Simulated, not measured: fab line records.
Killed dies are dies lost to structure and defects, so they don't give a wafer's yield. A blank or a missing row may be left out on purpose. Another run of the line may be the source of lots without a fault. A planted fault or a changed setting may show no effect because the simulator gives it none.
Struck lot and sound lot, side by side | flow sky130 | 15 steps out of a route of 708
Sound: these wafers, L883.1, L883.3, L883.6. Struck: wafer L893.5 (left out: L893.6, a lot-mate that was not struck); the cause follows at the end.
Order at every step that has rows: each side's tool, ch and its chambers, its first start. Under that, the readings that differ: sound wafers | struck wafers | difference of the means | sigmas: that difference in standard deviations of wafers without a fault.
alike: a reading whose means differ by less than 2 such deviations, as well as words and numbers matching on both sides. not compared: withheld readings; readings where some wafer has no value; bounds like >300 that might hide an equal value; numbers whose values overlap and for which the record gives no deviation.
The two part at a step that has a row with sigmas, a row that says differs or no value, or rows on one side only. When numbers do not overlap yet have no deviation, they are printed without sigmas and do not part them. Lack of a reading on every wafer of one side parts them only where that side has two or more wafers.

first, 5 steps without rows for these wafers: SKY_VIA2_STRIP_16 (strips in O2/N2); SKY_VIA2_STRIP_17 (strips in post etch residue remover, time 1200 s); SKY_VIA2_CLEAN_18 (cleans in IPA, time 180 s); SKY_VIA2_CLEAN_19 (cleans in O3/DIW); SKY_VIA2_SPUTTER_20 (material TiN, target thk 20 nm, time 80 s).
SKY_VIA2_CVD_21: deposits W, target thk 420 nm, time 126.4 s.
  sound on cvd_w-01 ch 0,1, day 36 02:19; struck on cvd_w-02 ch 1, day 39 15:01
  alike: heater_power_w
SKY_VIA2_RS_MEAS_22: uses a four-point probe to measure.
  sound on film_metro-01, day 36 02:28; struck on film_metro-01, day 39 15:08
  alike: VIA2_W_RS
SKY_VIA2_THK_MEAS_23: measures by xrf.
  sound on film_metro-01, day 36 02:35; struck on film_metro-01, day 39 15:13
  alike: VIA2_W_THK
SKY_VIA2_CMP_24: polishes, stops on SiO2, t overpolish 20 s, target thk 0 nm.
  sound on cmp-01 ch 0,1,3, day 36 02:42; struck on cmp-01 ch 1, day 39 15:26
  alike: motor_current_A, overpolish_run_s, time_to_endpoint_s
SKY_METAL3_SPUTTER_00: material Ti, target thk 15 nm, time 10 s.
  sound on pvd_sputter-04, day 36 02:57; struck on pvd_sputter-02, day 39 15:34
  alike: chamber_pressure_pa, throttle_valve_pct
SKY_METAL3_SPUTTER_01: material TiN, target thk 20 nm, time 16.7 s.
  sound on pvd_sputter-04, day 36 02:58; struck on pvd_sputter-02, day 39 15:35
  alike: chamber_pressure_pa, throttle_valve_pct
then, 1 step without rows for these wafers: SKY_METAL3_SPUTTER_02 (material AlCu, target thk 735 nm, time 39.1 s).
SKY_METAL3_SPUTTER_03: material Ti, target thk 5 nm, time 3.3 s.
  sound on pvd_sputter-04, day 36 03:02; struck on pvd_sputter-02, day 39 15:38
  reading                                   | sound             | struck | difference | sigmas
  model.Ti_of_METAL3_SPUTTER_03.thk_nm (nm) | 5.008 5.042 5.039 | 4.249  | -0.781     |
  alike: chamber_pressure_pa, throttle_valve_pct
SKY_METAL3_SPUTTER_04: material TiN, target thk 70 nm, time 58.3 s.
  sound on pvd_sputter-04, day 36 03:03; struck on pvd_sputter-02, day 39 15:40
  alike: chamber_pressure_pa, throttle_valve_pct
following that, these wafers have no rows for 1 step: SKY_PAD_OPEN_PROBE_99.

== WHERE THEY PART ==
Nowhere in this record.

WHY: whatever the simulator had introduced
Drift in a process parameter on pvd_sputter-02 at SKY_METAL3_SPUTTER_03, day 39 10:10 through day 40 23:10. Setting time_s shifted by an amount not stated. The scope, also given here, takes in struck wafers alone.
